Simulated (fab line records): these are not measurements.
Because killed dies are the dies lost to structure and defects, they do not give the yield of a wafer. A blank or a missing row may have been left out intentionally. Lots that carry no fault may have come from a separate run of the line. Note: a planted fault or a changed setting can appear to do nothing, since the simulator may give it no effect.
Matching of chambers / flow sky130 / SKY_CONTACT_ETCH_17 on rie diel-01: 4 sister chambers
The step etches SiO2 in C4F8/O2/Ar, stops on Si3N4, target depth 340 nm. 4 wafers are shown with their chamber, then 10 later ones without.

== WAFERS PAIRED WITH THEIR CHAMBERS ==
wafer=L085.4; chamber=3; oes product au (a.u.)=0.886
wafer=L085.5; chamber=1; oes product au (a.u.)=0.893
wafer=L087.1; chamber=0; oes product au (a.u.)=0.886
wafer=L087.3; chamber=2; oes product au (a.u.)=0.892

== WAFERS MISSING THEIR CHAMBER ==
wafer=L087.4; oes product au (a.u.)=0.890
wafer=L091.4; oes product au (a.u.)=0.883
wafer=L091.5; oes product au (a.u.)=0.893
wafer=L091.6; oes product au (a.u.)=0.894
wafer=L092.3; oes product au (a.u.)=0.895
wafer=L092.4; oes product au (a.u.)=0.896
wafer=L092.6; oes product au (a.u.)=0.888
wafer=L096.4; oes product au (a.u.)=0.896
wafer=L096.5; oes product au (a.u.)=0.895
wafer=L096.6; oes product au (a.u.)=0.893

== THE CHAMBER EACH PASSED THROUGH ==
wafer=L087.4; from the rows above=can't be placed: 2 or 1 or 0 or 3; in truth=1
wafer=L091.4; from the rows above=can't be placed: 0 or 3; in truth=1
wafer=L091.5; from the rows above=can't be placed: 1 or 2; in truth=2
wafer=L091.6; from the rows above=can't be placed: 1 or 2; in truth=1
wafer=L092.3; from the rows above=can't be placed: 1 or 2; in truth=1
wafer=L092.4; from the rows above=can't be placed: 1 or 2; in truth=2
wafer=L092.6; from the rows above=can't be placed: 0 or 3 or 2 or 1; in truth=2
wafer=L096.4; from the rows above=can't be placed: 1 or 2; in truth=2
wafer=L096.5; from the rows above=can't be placed: 1 or 2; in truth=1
wafer=L096.6; from the rows above=can't be placed: 1 or 2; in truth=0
Placed correctly: 0 of 10. These rows do not allow placing 10 (true chamber among the candidates in 8). Number placed wrongly: 0.
How it was worked out, from the rows above alone: a wafer's distance from a chamber is the root of the sum, over the readings, of the square of ((its reading less the chamber's mean) divided by the reading's scatter). The wafer belongs to the nearest chamber; if the next one is less than 2 further off, it can't be placed. A chamber's mean is the mean of its shown wafers. The scatter: root of mean squared gap, hidden wafer to nearest shown wafer, with one shown wafer a chamber.
